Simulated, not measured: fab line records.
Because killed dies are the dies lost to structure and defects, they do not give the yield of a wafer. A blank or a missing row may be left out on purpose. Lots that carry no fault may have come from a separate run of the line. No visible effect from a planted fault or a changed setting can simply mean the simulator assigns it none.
Which tool was responsible? | flow gf180mcu | Sampling: 15 lots, 45 wafers, 3 of 602 route steps

WHAT EACH GAUGE READ, for each wafer
GF_V2_RS_MEAS_24: uses a four-point probe to measure.
lot  | measured     | on            | V2_W_RS (ohm/sq)
L883 | day 20 07:44 | film-metro-02 | 0.3285 0.3288 0.3315
L884 | day 20 18:45 | film-metro-02 | 0.3284 0.3310 0.3290
L886 | day 21 17:14 | film-metro-01 | 0.3310 0.3277 0.3289
L891 | day 23 07:33 | film-metro-01 | 0.3235 0.3309 0.3286
L892 | day 23 22:25 | film-metro-04 | 0.3289 0.3301 0.3260
L893 | day 24 09:52 | film-metro-04 | 44.093 43.935 43.338
L895 | day 24 21:15 | film-metro-01 | 44.050 44.528 44.494
L896 | day 25 04:37 | film-metro-02 | 44.746 44.080 44.287
L900 | day 26 13:25 | film-metro-04 | 0.3306 0.3300 0.3337
L901 | day 27 00:07 | film-metro-02 | 0.3274 0.3274 0.3280
L902 | day 27 10:39 | film-metro-04 | 0.3361 0.3314 0.3333
L903 | day 27 13:08 | film-metro-04 | 0.3329 0.3337 0.3316
L904 | day 27 14:28 | film-metro-04 | 0.3325 0.3290 0.3333
L905 | day 28 04:17 | film-metro-01 | 0.3276 0.3301 0.3265
L906 | day 28 12:30 | film-metro-04 | 0.3266 0.3238 0.3260

GF_V2_THK_MEAS_25: measures by xrf.
lot  | measured     | on            | V2_W_THK (nm)
L883 | day 20 07:50 | film-metro-02 | 354 354 347
L884 | day 20 18:51 | film-metro-02 | 350 349 352
L886 | day 21 17:20 | film-metro-01 | 355 357 356
L891 | day 23 07:39 | film-metro-01 | 362 357 358
L892 | day 23 22:32 | film-metro-04 | 341 338 342
L893 | day 24 09:59 | film-metro-04 | - - -
L895 | day 24 21:22 | film-metro-01 | <0 - -
L896 | day 25 04:44 | film-metro-02 | <0 <0 <0
L900 | day 26 13:31 | film-metro-04 | 339 341 334
L901 | day 27 00:13 | film-metro-02 | 350 349 348
L902 | day 27 10:46 | film-metro-04 | 336 339 335
L903 | day 27 13:15 | film-metro-04 | 336 337 339
L904 | day 27 14:35 | film-metro-04 | 336 341 338
L905 | day 28 04:24 | film-metro-01 | 359 355 361
L906 | day 28 12:37 | film-metro-04 | 350 352 347

WHICH TOOL RAN EACH LOT (tool, then ch and the chambers of the sampled wafers, then the start)
lot  | GF_V2_CVD_23
L883 | cvd-w-02 ch 1, day 20 07:36
L884 | cvd-w-01 ch 0,1, day 20 18:38
L886 | cvd-w-01 ch 0,1, day 21 17:07
L891 | cvd-w-01 ch 0,1, day 23 07:26
L892 | cvd-w-01 ch 0,1, day 23 22:17
L893 | cvd-w-02 ch 0,1, day 24 09:45
L895 | cvd-w-01 ch 0,1, day 24 21:08
L896 | cvd-w-02 ch 0,1, day 25 04:30
L900 | cvd-w-02 ch 0,1, day 26 13:17
L901 | cvd-w-01 ch 0,1, day 26 23:59
L902 | cvd-w-01 ch 0,1, day 27 10:32
L903 | cvd-w-01 ch 0,1, day 27 13:01
L904 | cvd-w-01 ch 0,1, day 27 14:20
L905 | cvd-w-02 ch 0,1, day 28 04:10
L906 | cvd-w-02 ch 0,1, day 28 12:22
- GF_V2_CVD_23: deposits W, target thk 350 nm, time 104.94 s.

AS READ BY THE TOOLS THEMSELVES (means over the sampled wafers that have a number; for cases with no such wafer, the mark the record gives instead)
GF_V2_CVD_23.
lot  | tool     | chamber-pressure-Torr (Torr) | heater-power-outer-w (W) | heater-power-w (W)
L883 | cvd-w-02 | 40.05                        | 548                      | 875
L884 | cvd-w-01 | 39.90                        | 508                      | 858
L886 | cvd-w-01 | 40.00                        | 526                      | 836
L891 | cvd-w-01 | 39.98                        | 507                      | 855
L892 | cvd-w-01 | 40.01                        | 510                      | 844
L893 | cvd-w-02 | -                            | -                        | -
L895 | cvd-w-01 | -                            | -                        | -
L896 | cvd-w-02 | -                            | -                        | -
L900 | cvd-w-02 | 40.00                        | 628                      | 1050
L901 | cvd-w-01 | 40.00                        | 532                      | 827
L902 | cvd-w-01 | 40.07                        | 520                      | 861
L903 | cvd-w-01 | 39.97                        | 521                      | 862
L904 | cvd-w-01 | 40.02                        | 516                      | 849
L905 | cvd-w-02 | 40.01                        | 631                      | 1045
L906 | cvd-w-02 | 40.05                        | 595                      | 982

THE ANSWER, worked out from the rows above alone
Rule: the usual values come from the lots themselves. Put in order of their means at a reading, lots are off if they are a third of the lots or fewer, leave a main group of 4 or more, and stand apart from it by a gap of 3 or more times the standard deviation of the main group's means; of several such gaps the widest counts. A main group is skipped when, at the precision printed for the reading in the tables above, its means are all equal. Also off: a lot with no number at a reading for which 4 or more lots have one. The other lots that the step has rows for count as sound. The gauges are gone through in route order, then the tools' own readings, and for those a lot's mean is taken as printed above. At the first step where some lot is off, the reading lying furthest off is the one used; lots without a number count as furthest.
Off: L893, L895, L896, at GF_V2_RS_MEAS_24 (V2_W_RS). For the main group the mean is 0.3296 ohm/sq and the standard deviation 0.0023.
A tool fits if, at a process step before that reading, it ran every lot that is off, and no sound lot after the first of them. Not tried: the gauges at GF_V2_RS_MEAS_24; whatever is off there is also off at GF_V2_CVD_23, on other tools, and gauge error can't account for it. None of those tried fits.

WHAT WAS PUT IN BY THE SIMULATOR
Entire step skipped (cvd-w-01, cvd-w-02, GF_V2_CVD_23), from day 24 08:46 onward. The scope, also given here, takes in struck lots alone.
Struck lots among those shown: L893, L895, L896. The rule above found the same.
